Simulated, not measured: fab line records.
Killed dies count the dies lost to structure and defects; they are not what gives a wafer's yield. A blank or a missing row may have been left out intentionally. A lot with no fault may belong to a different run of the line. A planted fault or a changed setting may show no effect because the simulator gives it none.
fab line records	flow gf180mcu	part 1 of 2: steps 1 to 24 of 33
record lots=5	wafers=15	last-day=33
route steps=602 shown HV_LDD@206 NSD@235
lots with no fault: from the same line, run without faults
start-h: hours from the record's opening day to when the first of the lot's shown wafers began	wait-h: hours from the lot's prior step to this one	" identical to the entry in the row above	L1.1+2: one row covering several wafers at once	- no value, or no start given	* or withheld: withheld	< > ~ a bound
route shown NAME@n: NAME is a module with steps in the file, n the number in the route of the first one	usual: average and standard deviation across the fault-free wafers	same: alike in all rows	chamber/n: place in a boat	sites: readings site by site	_std_site: standard deviation across them	_edge_site: mean of outer sites minus mean of inner sites	radius-mm: how far each site lies from the wafer's centre	mask NAME#n: copy n	behind: the tool/chamber that last shaped the wafer	hold: reason for holding the lot/hours on hold/outcome of the hold	device: whichever transistor did not switch (one of n, p or np)	end of line: tests run on the same wafers once the route is complete	step lacking rows: just its recipe	killed: the dies lost at the first sort to structure and to defects; this is not the yield of the wafer	map: a wafer's dies, marking killed ones x, the rest . and places with no die _
set.NAME: setting as actually run; set.NAME@STEP: the setting as run at that earlier step	model.NAME: the simulator's own value behind a step, which no gauge read
certain route steps with their lots: each step a table, each wafer a row
services: a tool's chamber out of use, with start hour (start-h, from the record's first day; less than 0 if before it), hours out, and reason
## steps
# step GF_HV_LDD_DEVELOP_30
# recipe develop-time-s=60	dev-temp-c=23
# usual chill-plate-temp-C=22.98/0.1
lot.wafer	tool	chamber	start-h	wait-h	chill-plate-temp-C
L075.4	litho-track-04	0	259.96	0.1	22.88
L075.5	"	0	"	"	22.92
L075.6	"	0	"	"	22.95
L076.2	litho-track-04	0	266.46	0.1	22.83
L076.3	"	0	"	"	22.84
L076.6	"	0	"	"	23.02
L081.2	litho-track-02	0	308.18	0.1	23.09
L081.3	"	0	"	"	22.99
L081.6	"	0	"	"	23.06
L088.3	litho-track-02	0	367.81	0.1	22.95
L088.4	"	0	"	"	23.13
L088.6	"	0	"	"	23.01
L092.2	litho-track-04	0	396.11	0.1	23.11
L092.4	"	0	"	"	22.91
L092.6	"	0	"	"	23.03
# step GF_HV_LDD_CD_MEAS_31
# recipe target-cd-nm=400
# usual cd-nm=398.9/2.4
lot.wafer	tool	chamber	start-h	wait-h	cd-nm
L075.4	cd-sem-01	-	260.10	0.1	395.9
L075.5	"	-	"	"	396.8
L075.6	"	-	"	"	397.1
L076.2	cd-sem-01	-	266.61	0.1	402.2
L076.3	"	-	"	"	402.0
L076.6	"	-	"	"	399.8
L081.2	cd-sem-02	-	308.33	0.1	396.9
L081.3	"	-	"	"	396.6
L081.6	"	-	"	"	397.8
L088.3	cd-sem-02	-	367.95	0.1	402.1
L088.4	"	-	"	"	398.0
L088.6	"	-	"	"	400.6
L092.2	cd-sem-02	-	396.26	0.1	394.4
L092.4	"	-	"	"	399.1
L092.6	"	-	"	"	397.0
# step GF_HV_LDD_OVL_MEAS_32
# usual HV_LDD_02_OVL=1.4/1.5
lot.wafer	tool	chamber	start-h	wait-h	HV_LDD_02_OVL[nm]
L075.4	overlay-02	-	260.18	0.1	4.9
L075.5	"	-	"	"	2.8
L075.6	"	-	"	"	3.1
L076.2	overlay-02	-	266.71	0.1	2.4
L076.3	"	-	"	"	3.5
L076.6	"	-	"	"	2.1
L081.2	overlay-01	-	308.43	0.1	1.2
L081.3	"	-	"	"	2.0
L081.6	"	-	"	"	2.2
L088.3	overlay-01	-	368.04	0.1	4.1
L088.4	"	-	"	"	2.4
L088.6	"	-	"	"	4.1
L092.2	overlay-01	-	396.36	0.1	0.2
L092.4	"	-	"	"	0.6
L092.6	"	-	"	"	1.2
# step GF_HV_LDD_IMPLANT_33
# recipe species=P	energy-kev=60	dose-cm2=7.863e+12	tilt-deg=30	rotation-deg=0
# usual beam-energy-keV=59.998/0.018	rotation-deg=0.004/0.021
lot.wafer	tool	chamber	start-h	wait-h	beam-energy-keV	rotation-deg
L075.4	implanter-01	0	260.27	0.1	59.996	0.009
L075.5	"	0	"	"	60.002	0.022
L075.6	"	0	"	"	59.990	-0.004
L076.2	implanter-04	0	266.77	0.0	59.981	-0.018
L076.3	"	0	"	"	60.032	-0.031
L076.6	"	0	"	"	60.019	-0.013
L081.2	implanter-01	0	308.49	0.0	59.992	0.013
L081.3	"	0	"	"	60.006	0.004
L081.6	"	0	"	"	59.974	0.020
L088.3	implanter-02	0	368.11	0.1	59.982	-0.024
L088.4	"	0	"	"	59.955	-0.018
L088.6	"	0	"	"	59.979	-0.016
L092.2	implanter-04	0	396.42	0.0	59.947	0.010
L092.4	"	0	"	"	59.970	0.005
L092.6	"	0	"	"	59.984	0.043
# step GF_HV_LDD_IMPLANT_34
# recipe species=P	energy-kev=60	dose-cm2=7.5e+12	tilt-deg=30	rotation-deg=90
# usual beam-energy-keV=60.000/0.02	rotation-deg=90.001/0.024
lot.wafer	tool	chamber	start-h	wait-h	beam-energy-keV	rotation-deg
L075.4	implanter-01	0	260.42	0.1	59.980	90.001
L075.5	"	0	"	"	60.001	89.928
L075.6	"	0	"	"	59.996	89.987
L076.2	implanter-04	0	266.92	0.1	59.999	89.993
L076.3	"	0	"	"	59.999	89.941
L076.6	"	0	"	"	60.008	90.003
L081.2	implanter-01	0	308.64	0.1	60.001	90.016
L081.3	"	0	"	"	60.012	90.012
L081.6	"	0	"	"	60.033	90.047
L088.3	implanter-02	0	368.26	0.1	59.949	90.036
L088.4	"	0	"	"	59.979	89.987
L088.6	"	0	"	"	59.985	89.987
L092.2	implanter-04	0	396.57	0.1	60.030	90.027
L092.4	"	0	"	"	60.044	89.965
L092.6	"	0	"	"	59.991	90.018
# step GF_HV_LDD_IMPLANT_35
# recipe species=P	energy-kev=60	dose-cm2=7.5e+12	tilt-deg=30	rotation-deg=180
# usual beam-energy-keV=59.996/0.017	rotation-deg=180.00/0.038
lot.wafer	tool	chamber	start-h	wait-h	beam-energy-keV	rotation-deg
L075.4	implanter-01	0	260.57	0.1	59.977	180.00
L075.5	"	0	"	"	59.971	179.97
L075.6	"	0	"	"	60.000	180.04
L076.2	implanter-04	0	267.07	0.1	60.009	179.99
L076.3	"	0	"	"	60.010	180.05
L076.6	"	0	"	"	59.993	179.98
L081.2	implanter-01	0	308.79	0.1	59.966	180.01
L081.3	"	0	"	"	59.970	180.04
L081.6	"	0	"	"	59.999	180.02
L088.3	implanter-02	0	368.41	0.1	60.015	180.04
L088.4	"	0	"	"	59.995	180.02
L088.6	"	0	"	"	59.999	179.98
L092.2	implanter-04	0	396.72	0.1	60.026	180.01
L092.4	"	0	"	"	59.999	179.96
L092.6	"	0	"	"	59.996	179.99
# step GF_HV_LDD_IMPLANT_36
# recipe species=P	energy-kev=60	dose-cm2=7.5e+12	tilt-deg=30	rotation-deg=270
# usual beam-energy-keV=59.997/0.018	rotation-deg=270.01/0.052
lot.wafer	tool	chamber	start-h	wait-h	beam-energy-keV	rotation-deg
L075.4	implanter-01	0	260.72	0.1	60.002	269.96
L075.5	"	0	"	"	59.985	270.05
L075.6	"	0	"	"	59.986	270.00
L076.2	implanter-04	0	267.22	0.1	60.003	269.98
L076.3	"	0	"	"	60.008	270.01
L076.6	"	0	"	"	59.990	269.95
L081.2	implanter-01	0	308.94	0.1	60.004	269.97
L081.3	"	0	"	"	60.008	270.01
L081.6	"	0	"	"	59.992	270.01
L088.3	implanter-02	0	368.56	0.1	59.997	270.00
L088.4	"	0	"	"	60.002	269.90
L088.6	"	0	"	"	59.976	269.98
L092.2	implanter-04	0	396.87	0.1	59.983	270.05
L092.4	"	0	"	"	59.993	270.05
L092.6	"	0	"	"	60.000	270.03
# step GF_HV_LDD_STRIP_37
# recipe chemistry=O2/N2	power-w=1400	pressure-mtorr=1500	platen-temp-c=250	o2-flow-sccm=3000	n2-flow-sccm=300	overash-fraction=0.5
# usual drypump-motor-current-A=6.0/0.42	heater-power-w=319/45	oes-product-au=0.715/0.0043	strip-time-to-endpoint-s=12.78/0.034
# same overash-fraction=0.5
lot.wafer	tool	chamber	start-h	wait-h	drypump-motor-current-A	heater-power-w	oes-product-au	rf-hours-counter-h	strip-time-to-endpoint-s
L075.4	plasma-asher-02	1	260.83	0.1	6.0	341	0.720	-	12.73
L075.5	"	1	"	"	6.0	342	0.715	-	12.72
L075.6	"	0	"	"	5.8	298	0.717	-	12.77
L076.2	plasma-asher-01	1	267.34	0.1	6.1	312	0.716	15	12.73
L076.3	"	0	"	"	5.4	323	0.708	-	12.74
L076.6	"	0	"	"	5.4	321	0.713	-	12.75
L081.2	plasma-asher-01	1	309.06	0.1	6.1	313	0.717	19	12.76
L081.3	"	0	"	"	5.4	320	0.715	-	12.77
L081.6	"	1	"	"	6.1	315	0.712	-	12.79
L088.3	plasma-asher-01	0	368.70	0.1	5.4	318	0.720	-	12.80
L088.4	"	1	"	"	6.1	311	0.713	-	12.78
L088.6	"	1	"	"	6.1	307	0.716	-	12.75
L092.2	plasma-asher-01	1	396.99	0.1	6.1	308	0.716	28	12.79
L092.4	"	1	"	"	6.1	309	0.713	-	12.84
L092.6	"	1	"	"	6.1	308	0.708	-	12.77
# step GF_HV_LDD_TW_MEAS_38
# usual HV_LDD_3_TW=1443/7.5
lot.wafer	tool	chamber	start-h	wait-h	HV_LDD_3_TW
L075.4	film-metro-03	-	260.92	0.1	1445
L075.5	"	-	"	"	1443
L075.6	"	-	"	"	1436
L076.2	film-metro-02	-	267.45	0.1	1446
L076.3	"	-	"	"	1451
L076.6	"	-	"	"	1453
L081.2	film-metro-03	-	309.17	0.1	1434
L081.3	"	-	"	"	1434
L081.6	"	-	"	"	1434
L088.3	film-metro-01	-	368.78	0.1	1446
L088.4	"	-	"	"	1448
L088.6	"	-	"	"	1431
L092.2	film-metro-01	-	397.10	0.1	1435
L092.4	"	-	"	"	1440
L092.6	"	-	"	"	1433
# step GF_HV_LDD_DEHYDRATE_39
# recipe temp-c=200	time-s=60
# usual chill-plate-temp-C=23.00/0.1
lot.wafer	tool	chamber	start-h	wait-h	chill-plate-temp-C
L075.4	litho-track-04	0	270.46	9.5	22.83
L075.5	"	0	"	"	23.05
L075.6	"	0	"	"	23.00
L076.2	litho-track-02	0	276.63	9.2	23.20
L076.3	"	0	"	"	22.95
L076.6	"	0	"	"	23.09
L081.2	litho-track-01	0	318.99	9.8	23.11
L081.3	"	0	"	"	22.97
L081.6	"	0	"	"	22.98
L088.3	litho-track-01	0	379.12	10.3	22.75
L088.4	"	0	"	"	22.99
L088.6	"	0	"	"	22.99
L092.2	litho-track-04	0	408.36	11.2	23.10
L092.4	"	0	"	"	23.03
L092.6	"	0	"	"	23.19
# step GF_HV_LDD_HMDS_40
# recipe prime-time-s=60	prime-temp-c=120
# usual chill-plate-temp-C=22.97/0.09
lot.wafer	tool	chamber	start-h	wait-h	chill-plate-temp-C
L075.4	litho-track-04	0	270.61	0.1	22.87
L075.5	"	0	"	"	22.91
L075.6	"	0	"	"	22.96
L076.2	litho-track-02	0	276.78	0.1	22.88
L076.3	"	0	"	"	22.95
L076.6	"	0	"	"	22.90
L081.2	litho-track-01	0	319.14	0.1	22.96
L081.3	"	0	"	"	22.92
L081.6	"	0	"	"	23.00
L088.3	litho-track-01	0	379.27	0.1	22.91
L088.4	"	0	"	"	22.85
L088.6	"	0	"	"	22.89
L092.2	litho-track-04	0	408.51	0.1	22.87
L092.4	"	0	"	"	22.90
L092.6	"	0	"	"	22.99
# step GF_HV_LDD_COAT_41
# recipe resist=NOVOLAK	spin-rpm=3000	resist-thk-nm=1000
# usual chill-plate-temp-C=22.98/0.1
lot.wafer	tool	chamber	start-h	wait-h	chill-plate-temp-C
L075.4	litho-track-04	0	270.76	0.1	23.04
L075.5	"	0	"	"	23.01
L075.6	"	0	"	"	22.93
L076.2	litho-track-02	0	276.93	0.1	22.98
L076.3	"	0	"	"	22.98
L076.6	"	0	"	"	22.88
L081.2	litho-track-01	0	319.29	0.1	23.07
L081.3	"	0	"	"	23.08
L081.6	"	0	"	"	22.90
L088.3	litho-track-01	0	379.42	0.1	22.95
L088.4	"	0	"	"	22.99
L088.6	"	0	"	"	22.94
L092.2	litho-track-04	0	408.66	0.1	23.01
L092.4	"	0	"	"	23.03
L092.6	"	0	"	"	23.16
# step GF_HV_LDD_SOFTBAKE_42
# recipe temp-c=90	time-s=60	resist=NOVOLAK
# usual chill-plate-temp-C=23.02/0.11
lot.wafer	tool	chamber	start-h	wait-h	chill-plate-temp-C
L075.4	litho-track-04	0	270.91	0.1	23.06
L075.5	"	0	"	"	23.15
L075.6	"	0	"	"	23.10
L076.2	litho-track-02	0	277.08	0.1	22.87
L076.3	"	0	"	"	22.96
L076.6	"	0	"	"	22.94
L081.2	litho-track-01	0	319.44	0.1	23.04
L081.3	"	0	"	"	22.87
L081.6	"	0	"	"	22.85
L088.3	litho-track-01	0	379.57	0.1	23.09
L088.4	"	0	"	"	22.98
L088.6	"	0	"	"	23.00
L092.2	litho-track-04	0	408.81	0.1	23.21
L092.4	"	0	"	"	23.10
L092.6	"	0	"	"	23.10
# step GF_HV_LDD_EXPOSE_43
# recipe mask-id=Pplus_HV_AREA	target-cd-nm=400	na=0.6	source-shape=conventional	sigma-outer=0.6	dose-mj=140
# usual stage-vel-mm-s=500.02/0.26
lot.wafer	tool	chamber	start-h	wait-h	mask	stage-vel-mm-s
L075.4	iline-stepper-02	0	-	-	Pplus_HV_AREA#0	500.60
L075.5	"	0	"	"	Pplus_HV_AREA#0	500.32
L075.6	"	0	"	"	Pplus_HV_AREA#0	500.29
L076.2	iline-stepper-01	0	-	-	Pplus_HV_AREA#0	499.89
L076.3	"	0	"	"	Pplus_HV_AREA#0	499.98
L076.6	"	0	"	"	Pplus_HV_AREA#0	500.04
L081.2	iline-stepper-02	0	-	-	Pplus_HV_AREA#0	499.92
L081.3	"	0	"	"	Pplus_HV_AREA#0	499.98
L081.6	"	0	"	"	Pplus_HV_AREA#0	500.33
L088.3	iline-stepper-02	0	-	-	Pplus_HV_AREA#0	499.94
L088.4	"	0	"	"	Pplus_HV_AREA#0	500.08
L088.6	"	0	"	"	Pplus_HV_AREA#0	499.83
L092.2	iline-stepper-01	0	-	-	Pplus_HV_AREA#0	499.81
L092.4	"	0	"	"	Pplus_HV_AREA#0	500.00
L092.6	"	0	"	"	Pplus_HV_AREA#0	500.16
# step GF_HV_LDD_PEB_44
# recipe temp-c=withheld	time-s=*	resist=NOVOLAK
# usual chill-plate-temp-C=*
lot.wafer	tool	chamber	start-h	wait-h	chill-plate-temp-C
L075.4	litho-track-04	0	-	-	*
L075.5	"	0	"	"	*
L075.6	"	0	"	"	*
L076.2	litho-track-02	0	-	-	*
L076.3	"	0	"	"	*
L076.6	"	0	"	"	*
L081.2	litho-track-01	0	-	-	*
L081.3	"	0	"	"	*
L081.6	"	0	"	"	*
L088.3	litho-track-02	0	-	-	*
L088.4	"	0	"	"	*
L088.6	"	0	"	"	*
L092.2	litho-track-01	0	-	-	*
L092.4	"	0	"	"	*
L092.6	"	0	"	"	*
# step GF_HV_LDD_DEVELOP_45
# recipe develop-time-s=60	dev-temp-c=23
# usual chill-plate-temp-C=22.98/0.11
lot.wafer	tool	chamber	start-h	wait-h	chill-plate-temp-C
L075.4	litho-track-04	0	280.11	0.1	23.01
L075.5	"	0	"	"	23.15
L075.6	"	0	"	"	23.14
L076.2	litho-track-02	0	286.58	0.1	23.03
L076.3	"	0	"	"	23.02
L076.6	"	0	"	"	23.15
L081.2	litho-track-01	0	329.74	0.1	22.97
L081.3	"	0	"	"	22.92
L081.6	"	0	"	"	22.82
L088.3	litho-track-02	0	390.91	0.1	22.98
L088.4	"	0	"	"	23.06
L088.6	"	0	"	"	23.27
L092.2	litho-track-01	0	420.39	0.1	23.06
L092.4	"	0	"	"	23.30
L092.6	"	0	"	"	23.03
# step GF_HV_LDD_CD_MEAS_46
# recipe target-cd-nm=400
# usual cd-nm=400.6/2.3
lot.wafer	tool	chamber	start-h	wait-h	cd-nm
L075.4	cd-sem-01	-	280.25	0.1	401.4
L075.5	"	-	"	"	402.3
L075.6	"	-	"	"	399.5
L076.2	cd-sem-02	-	286.73	0.1	398.4
L076.3	"	-	"	"	398.5
L076.6	"	-	"	"	399.0
L081.2	cd-sem-02	-	329.89	0.1	401.2
L081.3	"	-	"	"	401.0
L081.6	"	-	"	"	400.3
L088.3	cd-sem-01	-	391.05	0.1	396.5
L088.4	"	-	"	"	398.3
L088.6	"	-	"	"	398.0
L092.2	cd-sem-01	-	420.54	0.1	400.7
L092.4	"	-	"	"	401.0
L092.6	"	-	"	"	402.6
# step GF_HV_LDD_OVL_MEAS_47
# usual HV_LDD_03_OVL=-1.2/1.2
lot.wafer	tool	chamber	start-h	wait-h	HV_LDD_03_OVL[nm]
L075.4	overlay-01	-	280.33	0.1	-2.4
L075.5	"	-	"	"	-0.7
L075.6	"	-	"	"	-1.8
L076.2	overlay-01	-	286.83	0.1	-1.3
L076.3	"	-	"	"	0.3
L076.6	"	-	"	"	-0.9
L081.2	overlay-01	-	330.00	0.1	-0.9
L081.3	"	-	"	"	-2.7
L081.6	"	-	"	"	-0.5
L088.3	overlay-02	-	391.14	0.1	-1.4
L088.4	"	-	"	"	-0.7
L088.6	"	-	"	"	-0.7
L092.2	overlay-02	-	420.64	0.1	-1.9
L092.4	"	-	"	"	-2.1
L092.6	"	-	"	"	0.5
# step GF_HV_LDD_IMPLANT_48
# recipe species=B	energy-kev=25	dose-cm2=3e+13	tilt-deg=7
# usual beam-energy-keV=25.002/0.008
lot.wafer	tool	chamber	start-h	wait-h	beam-energy-keV
L075.4	implanter-01	0	280.42	0.1	25.008
L075.5	"	0	"	"	25.010
L075.6	"	0	"	"	25.001
L076.2	implanter-02	0	286.89	0.0	25.000
L076.3	"	0	"	"	24.997
L076.6	"	0	"	"	24.996
L081.2	implanter-02	0	330.05	0.0	24.995
L081.3	"	0	"	"	25.000
L081.6	"	0	"	"	24.978
L088.3	implanter-02	0	391.34	0.2	25.002
L088.4	"	0	"	"	25.009
L088.6	"	0	"	"	25.001
L092.2	implanter-01	0	420.70	0.0	25.011
L092.4	"	0	"	"	25.009
L092.6	"	0	"	"	25.000
# step GF_HV_LDD_STRIP_49
# recipe chemistry=O2/N2	power-w=1400	pressure-mtorr=1500	platen-temp-c=250	o2-flow-sccm=3000	n2-flow-sccm=300	overash-fraction=0.5
# usual drypump-motor-current-A=6.0/0.35	heater-power-w=320/40	oes-product-au=0.716/0.0045	strip-time-to-endpoint-s=12.62/0.037
# same overash-fraction=0.5
lot.wafer	tool	chamber	start-h	wait-h	drypump-motor-current-A	heater-power-w	oes-product-au	rf-hours-counter-h	strip-time-to-endpoint-s
L075.4	plasma-asher-01	1	280.53	0.1	6.1	307	0.714	-	12.62
L075.5	"	1	"	"	6.2	301	0.721	-	12.67
L075.6	"	0	"	"	5.4	313	0.720	-	12.66
L076.2	plasma-asher-01	1	287.01	0.1	6.1	306	0.720	17	12.58
L076.3	"	1	"	"	6.1	309	0.720	-	12.59
L076.6	"	1	"	"	6.1	312	0.726	-	12.58
L081.2	plasma-asher-02	1	330.18	0.1	6.0	336	0.718	72	12.65
L081.3	"	1	"	"	6.0	339	0.721	-	12.64
L081.6	"	0	"	"	5.8	304	0.713	-	12.68
L088.3	plasma-asher-01	1	391.48	0.1	6.1	312	0.718	-	12.63
L088.4	"	0	"	"	5.4	320	0.714	-	12.59
L088.6	"	1	"	"	6.1	314	0.728	-	12.59
L092.2	plasma-asher-03	1	420.82	0.1	6.7	397	0.721	63	12.63
L092.4	"	1	"	"	6.7	410	0.718	-	12.65
L092.6	"	1	"	"	6.7	404	0.717	-	12.62
# step GF_HV_LDD_TW_MEAS_50
# usual HV_LDD_4_TW=570.1/2.5
lot.wafer	tool	chamber	start-h	wait-h	HV_LDD_4_TW
L075.4	film-metro-01	-	280.62	0.1	571.9
L075.5	"	-	"	"	567.8
L075.6	"	-	"	"	569.8
L076.2	film-metro-01	-	287.12	0.1	566.7
L076.3	"	-	"	"	566.2
L076.6	"	-	"	"	569.9
L081.2	film-metro-03	-	330.29	0.1	568.3
L081.3	"	-	"	"	569.1
L081.6	"	-	"	"	571.4
L088.3	film-metro-02	-	391.56	0.1	574.1
L088.4	"	-	"	"	572.4
L088.6	"	-	"	"	572.6
L092.2	film-metro-03	-	420.93	0.1	566.0
L092.4	"	-	"	"	566.4
L092.6	"	-	"	"	569.0
# step GF_HV_LDD_CLEAN_51
# recipe chemistry=SC1/SC2	mix=1:4:20	temp-c=70	time-s=150	dry=n2-spin
# usual temp-c=69.99/0.12
lot.wafer	tool	chamber	start-h	wait-h	temp-c
L075.4	wet-bench-01	1	280.65	0.0	69.99
L075.5	"	1	"	"	69.84
L075.6	"	1	"	"	70.10
L076.2	wet-bench-03	2	287.17	0.0	70.11
L076.3	"	2	"	"	69.97
L076.6	"	2	"	"	70.01
L081.2	wet-bench-03	0	330.34	0.0	69.96
L081.3	"	0	"	"	69.96
L081.6	"	0	"	"	70.09
L088.3	wet-bench-03	2	391.60	0.0	69.99
L088.4	"	2	"	"	69.95
L088.6	"	2	"	"	70.00
L092.2	wet-bench-02	2	420.98	0.0	70.24
L092.4	"	2	"	"	69.97
L092.6	"	2	"	"	70.15
# step GF_HV_LDD_RTA_52
# recipe temp-c=1000	time-s=10	ambient=N2
# usual lamp-power-pct=34.0/2.5	wafer_temp_C_max=1004.7/0.97
lot.wafer	tool	chamber	start-h	wait-h	lamp-power-pct	wafer_temp_C_max
L075.4	rtp-anneal-01	0	280.75	0.0	31.5	1004.3
L075.5	"	0	"	"	31.5	1004.9
L075.6	"	0	"	"	31.5	1005.8
L076.2	rtp-anneal-02	0	287.23	0.0	36.5	1004.7
L076.3	"	0	"	"	36.6	1003.6
L076.6	"	0	"	"	36.5	1002.9
L081.2	rtp-anneal-01	0	330.40	0.0	31.4	1005.8
L081.3	"	0	"	"	31.4	1004.7
L081.6	"	0	"	"	31.5	1005.0
L088.3	rtp-anneal-01	0	391.68	0.0	31.5	1004.6
L088.4	"	0	"	"	31.5	1004.4
L088.6	"	0	"	"	31.5	1004.3
L092.2	rtp-anneal-02	0	421.05	0.0	36.6	1003.5
L092.4	"	0	"	"	36.5	1004.2
L092.6	"	0	"	"	36.5	1003.4
# step GF_HV_LDD_RS_MEAS_53
# recipe thk-meas-gauge=four-point-probe
# usual HV_LDD_RS=417.2/0.95
lot.wafer	tool	chamber	start-h	wait-h	HV_LDD_RS[ohm/sq]
L075.4	film-metro-01	-	280.84	0.1	417.2
L075.5	"	-	"	"	417.0
L075.6	"	-	"	"	416.8
L076.2	film-metro-02	-	287.31	0.1	418.0
L076.3	"	-	"	"	418.0
L076.6	"	-	"	"	417.7
L081.2	film-metro-02	-	330.47	0.1	417.0
L081.3	"	-	"	"	416.2
L081.6	"	-	"	"	415.3
L088.3	film-metro-01	-	391.76	0.1	417.5
L088.4	"	-	"	"	417.5
L088.6	"	-	"	"	417.7
L092.2	film-metro-02	-	421.12	0.1	417.3
L092.4	"	-	"	"	418.5
L092.6	"	-	"	"	417.5
